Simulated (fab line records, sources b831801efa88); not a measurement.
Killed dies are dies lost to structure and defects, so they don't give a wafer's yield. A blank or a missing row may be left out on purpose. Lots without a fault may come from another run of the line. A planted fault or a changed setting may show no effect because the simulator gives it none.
Which tool did it? | flow sky130 | 10 lots, 30 wafers sampled, at 6 steps of a route of 708

WHAT THE GAUGES READ, wafer by wafer
SKY_LDD_N_TW_MEAS_17.
lot  | measured     | on            | LDD_N_TW
L998 | day 17 14:38 | film_metro-04 | 2598 2592 2592
L100 | day 18 17:18 | film_metro-04 | 2590 2587 2593
L102 | day 19 09:52 | film_metro-04 | 2604 2601 2611
L104 | day 20 09:16 | film_metro-02 | 2638 2653 2646
L107 | day 21 09:06 | film_metro-02 | 2551 2555 2554
L109 | day 22 00:16 | film_metro-03 | 2571 2564 2568
L112 | day 22 23:49 | film_metro-03 | 2485 2488 2508
L118 | day 25 02:30 | film_metro-02 | 2626 2621 2630
L120 | day 25 16:37 | film_metro-03 | 2590 2598 2584
L121 | day 25 21:02 | film_metro-04 | 2604 2593 2603

SKY_METAL2_RS_MEAS_05: measures by four-point-probe.
lot  | measured     | on            | METAL2_ALCU_RS (ohm/sq)
L998 | day 33 19:40 | film_metro-01 | 0.1271 0.1281 0.1260
L100 | day 34 18:29 | film_metro-01 | 0.1263 0.1249 0.1249
L102 | day 35 10:02 | film_metro-03 | 0.1269 0.1276 0.1274
L104 | day 36 04:46 | film_metro-01 | 0.1264 0.1269 0.1256
L107 | day 37 00:04 | film_metro-04 | 0.1246 0.1249 0.1260
L109 | day 37 14:07 | film_metro-04 | 0.1253 0.1258 0.1262
L112 | day 38 07:10 | film_metro-01 | 0.1239 0.1268 0.1257
L118 | day 40 02:47 | film_metro-01 | 0.1271 0.1284 0.1275
L120 | day 40 15:29 | film_metro-03 | 0.1281 0.1284 0.1293
L121 | day 40 17:04 | film_metro-01 | 0.1268 0.1262 0.1266

WHICH TOOL RAN EACH LOT (tool, then ch and the chambers of the sampled wafers, then the start)
lot  | SKY_LDD_N_IMPLANT_09            | SKY_LDD_N_STRIP_16                   | SKY_VIA1_ETCH_14                   | SKY_VIA1_ETCH_15
L998 | implanter-01 ch 0, day 17 13:29 | plasma_asher-01 ch 0,1, day 17 14:32 | rie_diel-02 ch 1,3, day 33 18:12   | rie_diel-02 ch 1,3, day 33 18:14
L100 | implanter-03 ch 0, day 18 16:10 | plasma_asher-02 ch 0,1, day 18 17:11 | rie_diel-01 ch 1,2, day 34 17:00   | rie_diel-01 ch 1,2, day 34 17:02
L102 | implanter-03 ch 0, day 19 08:43 | plasma_asher-04 ch 0,1, day 19 09:45 | rie_diel-01 ch 0,1,3, day 35 08:31 | rie_diel-01 ch 0,1,3, day 35 08:33
L104 | implanter-03 ch 0, day 20 08:08 | plasma_asher-01 ch 0,1, day 20 09:10 | rie_diel-01 ch 0,1,3, day 36 02:52 | rie_diel-01 ch 0,1,3, day 36 02:55
L107 | implanter-03 ch 0, day 21 07:57 | plasma_asher-01 ch 1, day 21 09:00   | rie_diel-03 ch 0,1,2, day 36 22:37 | rie_diel-03 ch 0,1,2, day 36 22:40
L109 | implanter-01 ch 0, day 21 23:09 | plasma_asher-02 ch 0,1, day 22 00:11 | rie_diel-01 ch 2,3, day 37 12:37   | rie_diel-01 ch 2,3, day 37 12:40
L112 | implanter-03 ch 0, day 22 22:40 | plasma_asher-01 ch 0,1, day 22 23:42 | rie_diel-03 ch 0,1,2, day 38 05:37 | rie_diel-03 ch 0,1,2, day 38 05:40
L118 | implanter-04 ch 0, day 25 01:21 | plasma_asher-02 ch 0,1, day 25 02:24 | rie_diel-03 ch 1,2,3, day 40 01:16 | rie_diel-03 ch 1,2,3, day 40 01:18
L120 | implanter-03 ch 0, day 25 15:28 | plasma_asher-02 ch 0,1, day 25 16:30 | rie_diel-03 ch 0,1,2, day 40 14:01 | rie_diel-03 ch 0,1,2, day 40 14:03
L121 | implanter-03 ch 0, day 25 19:53 | plasma_asher-02 ch 0,1, day 25 20:56 | rie_diel-02 ch 0,2,3, day 40 15:37 | rie_diel-02 ch 0,2,3, day 40 15:39
- SKY_LDD_N_IMPLANT_09
- SKY_LDD_N_STRIP_16: strips in O2/N2.
- SKY_VIA1_ETCH_14: etches BARC in N2/H2, stops on SiO2, time 45.9 s, target depth 60 nm.
- SKY_VIA1_ETCH_15: etches SiO2 in C4F8/O2/Ar, stops on TiN, target depth 351 nm, time 54 s.

WHAT THE TOOLS THEMSELVES READ (means of the sampled wafers that have a number; where no wafer has one, the mark that the record gives instead)
SKY_LDD_N_IMPLANT_09.
lot  | tool         | dose_ions_cm2 | end_station_pressure_torr (Torr) | faraday_current_uA | rotation_deg (degrees)
L998 | implanter-01 | 7.493e+13     | 5.28e-06                         | 417                | 112.99
L100 | implanter-03 | 7.502e+13     | 5.17e-06                         | 423                | 113.01
L102 | implanter-03 | 7.494e+13     | 5.22e-06                         | 417                | 113.00
L104 | implanter-03 | 7.498e+13     | 5.12e-06                         | 424                | 112.99
L107 | implanter-03 | 2.628e+13     | 5.14e-06                         | 149                | 112.98
L109 | implanter-01 | 7.504e+13     | 5.53e-06                         | 419                | 113.01
L112 | implanter-03 | 2.638e+13     | 4.80e-06                         | 149                | 112.97
L118 | implanter-04 | 7.506e+13     | 5.48e-06                         | 423                | 113.01
L120 | implanter-03 | 7.491e+13     | 5.33e-06                         | 416                | 113.01
L121 | implanter-03 | 7.509e+13     | 5.39e-06                         | 418                | 113.01

SKY_LDD_N_STRIP_16.
lot  | tool            | drypump_motor_current_A (A) | oes_product_au (a.u.) | strip_time_to_endpoint_s (s)
L998 | plasma_asher-01 | 5.3                         | 0.405                 | 4.312
L100 | plasma_asher-02 | 6.1                         | 0.405                 | 4.325
L102 | plasma_asher-04 | 5.8                         | 0.406                 | 4.312
L104 | plasma_asher-01 | 5.1                         | 0.403                 | 4.313
L107 | plasma_asher-01 | 5.5                         | 0.410                 | 4.182
L109 | plasma_asher-02 | 6.1                         | 0.403                 | 4.292
L112 | plasma_asher-01 | 5.1                         | 0.408                 | 4.164
L118 | plasma_asher-02 | 5.9                         | 0.408                 | 4.299
L120 | plasma_asher-02 | 5.9                         | 0.408                 | 4.299
L121 | plasma_asher-02 | 6.1                         | 0.409                 | 4.321

SKY_VIA1_ETCH_14.
lot  | tool        | drypump_motor_current_A (A) | oes_product_au (a.u.) | throttle_valve_pct (%)
L998 | rie_diel-02 | 5.9                         | 0.858                 | 13.222
L100 | rie_diel-01 | 5.4                         | 0.848                 | 13.221
L102 | rie_diel-01 | 5.5                         | 0.857                 | 13.220
L104 | rie_diel-01 | 5.5                         | 0.854                 | 13.225
L107 | rie_diel-03 | 5.7                         | 0.855                 | 13.215
L109 | rie_diel-01 | 5.0                         | 0.856                 | 13.219
L112 | rie_diel-03 | 5.7                         | 0.856                 | 13.226
L118 | rie_diel-03 | 5.5                         | 0.852                 | 13.223
L120 | rie_diel-03 | 5.7                         | 0.853                 | 13.217
L121 | rie_diel-02 | 5.8                         | 0.853                 | 13.227

SKY_VIA1_ETCH_15.
lot  | tool        | oes_product_au (a.u.)
L998 | rie_diel-02 | 0.986
L100 | rie_diel-01 | 0.977
L102 | rie_diel-01 | 0.984
L104 | rie_diel-01 | 0.983
L107 | rie_diel-03 | 0.985
L109 | rie_diel-01 | 0.982
L112 | rie_diel-03 | 0.983
L118 | rie_diel-03 | 0.981
L120 | rie_diel-03 | 0.980
L121 | rie_diel-02 | 0.983

THE ANSWER, worked out from the rows above alone
Rule: what is usual is taken from the lots themselves. Put in order of their means at a reading, lots are off if they are a third of the lots or fewer, leave a main group of 4 or more, and stand apart from it by a gap of 3 or more times the standard deviation of the main group's means; of several such gaps the widest counts. A main group whose means are all the same, to the digits that the tables above print for the reading, isn't used. A lot without any number at a reading at which 4 lots or more have one is off too. The other lots that the step has rows for count as sound. The gauges are gone through in route order, then the tools' own readings, and for those a lot's mean is taken as printed above. The first step at which some lot is off is used, and at that step the reading that is off furthest; a lot without a number counts as furthest.
Off: L107, L112, at SKY_LDD_N_IMPLANT_09 (dose_ions_cm2). The main group: mean 7.500e+13, standard deviation 6.2e+10.
A tool fits if, at that step or a process step before it, it ran every lot that is off, and no sound lot after the first of them. None of those tried fits.

WHAT THE SIMULATOR HAD PUT IN
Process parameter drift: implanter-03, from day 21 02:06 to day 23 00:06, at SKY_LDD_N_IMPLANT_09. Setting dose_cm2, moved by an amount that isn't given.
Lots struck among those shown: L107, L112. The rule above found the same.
